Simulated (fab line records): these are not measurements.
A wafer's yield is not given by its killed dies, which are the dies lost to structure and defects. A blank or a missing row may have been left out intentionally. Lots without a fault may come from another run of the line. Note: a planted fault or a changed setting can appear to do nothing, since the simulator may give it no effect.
Comparing a struck lot with a sound one ; flow sky130 ; 15 steps out of a route of 708
Sound: these wafers, L791.1, L791.2, L791.5. Wafers struck: L800.1, L800.3, L800.5. The cause is given at the end.
Each step with rows lists, per side, the tool, then ch with its chambers, then its first start. Under that, the readings that differ: sound wafers ; struck wafers ; difference of the means ; sigmas: that difference in standard deviations of wafers without a fault.
alike: readings with means less than 2 such deviations apart, plus words and numbers identical on both sides. not compared: withheld readings, readings lacking a value on some wafer, bounds such as >300 that could conceal the same value, and numbers that have no deviation in the record and whose values overlap.
A row with sigmas, a row that says differs or no value, or rows on one side alone: a step with any of these is where the two part. Numbers that don't overlap but have no deviation are shown without sigmas and don't part them. Lack of a reading on every wafer of one side parts them only where that side has two or more wafers.

SKY_METAL1_STRIP_20: strips in O2/N2.
  sound on plasmaAsher-03 ch 0,1, day 33 19:07; struck on plasmaAsher-01 ch 0,1, day 36 12:02
reading;sound;struck;difference;sigmas
drypumpMotorCurrentA (A);5.59 5.50 5.49;6.24 6.23 5.91;+0.60;+2
  alike: oesProductAu, stripTimeToEndpointS
  not compared: rfHoursCounterH
then, 4 steps without rows for these wafers: SKY_METAL1_STRIP_21 (strips in post etch residue remover, time 1200 s); SKY_METAL1_CLEAN_22 (cleans in IPA, time 180 s); SKY_METAL1_CLEAN_23 (cleans in O3/DIW); SKY_VIA1_HDPCVD_00 (deposits SiO2, target thk 1030 nm, time 171.7 s).
SKY_VIA1_THK_MEAS_01:
  sound: filmMetro-03 at day 33 19:50; struck: filmMetro-03 at day 36 12:46
  alike: VIA1_HDPCVD_THK
SKY_VIA1_CMP_02: polishes SiO2.
  sound on cmp-01 ch 0,2, day 33 19:56; struck on cmp-02 ch 1,3, day 36 12:50
  alike: motorCurrentA, platenRpm
SKY_VIA1_BOW_MEAS_03:
  sound: filmMetro-03 at day 33 20:11; struck: filmMetro-02 at day 36 13:08
  alike: VIA1_BOW
then, 4 steps without rows for these wafers: SKY_VIA1_DEHYDRATE_04 (time 60 s); SKY_VIA1_HMDS_05 (prime time 60 s); SKY_VIA1_COAT_06 (resist thk 60 nm); SKY_VIA1_COAT_07 (resist thk 450 nm).
SKY_VIA1_SOFTBAKE_08: time 90 s.
  sound on lithoTrack-03 ch 0, day 34 09:00; struck on lithoTrack-04 ch 0, day 37 02:00
reading;sound;struck;difference;sigmas
heaterPowerTotalW (W);57.47 57.31 57.20;59.45 59.15 59.30;+1.97;+20
runLengthS (s);118.91 118.69 118.61;110.29 110.46 110.47;-8.33;-38
  alike: exhaustPa
then, 1 step without rows for these wafers: SKY_VIA1_EXPOSE_09 (exposes mask VIM, target cd 150 nm).
-- the record jumps here: 11 days lie between the struck wafers' starts before and after (it left off in module VIA1 and takes up again in module PAD_OPEN, whose first step shown is number 708 of the route) --
SKY_PAD_OPEN_PROBE_99:
  sound: prober-01 at day 46 12:18; struck: prober-01 at day 48 13:40
  alike: defectLimitedYield, killed_at_M0_to_M3, killed_at_M4_up, killedAtContacts, killedAtFrontEnd, killedAtOther, killedDies, killedOpen, killedShort, sort_bin_3_pad_short, sort_bin_5_function, sort_bin_6_memory, sortNPass, sortYieldPct

WHERE THEY PART
Earliest at SKY_METAL1_STRIP_20; latest, in this record, at SKY_VIA1_SOFTBAKE_08. Later steps at which nothing parts them and some readings are alike: SKY_PAD_OPEN_PROBE_99.

WHY: what the simulator had put in
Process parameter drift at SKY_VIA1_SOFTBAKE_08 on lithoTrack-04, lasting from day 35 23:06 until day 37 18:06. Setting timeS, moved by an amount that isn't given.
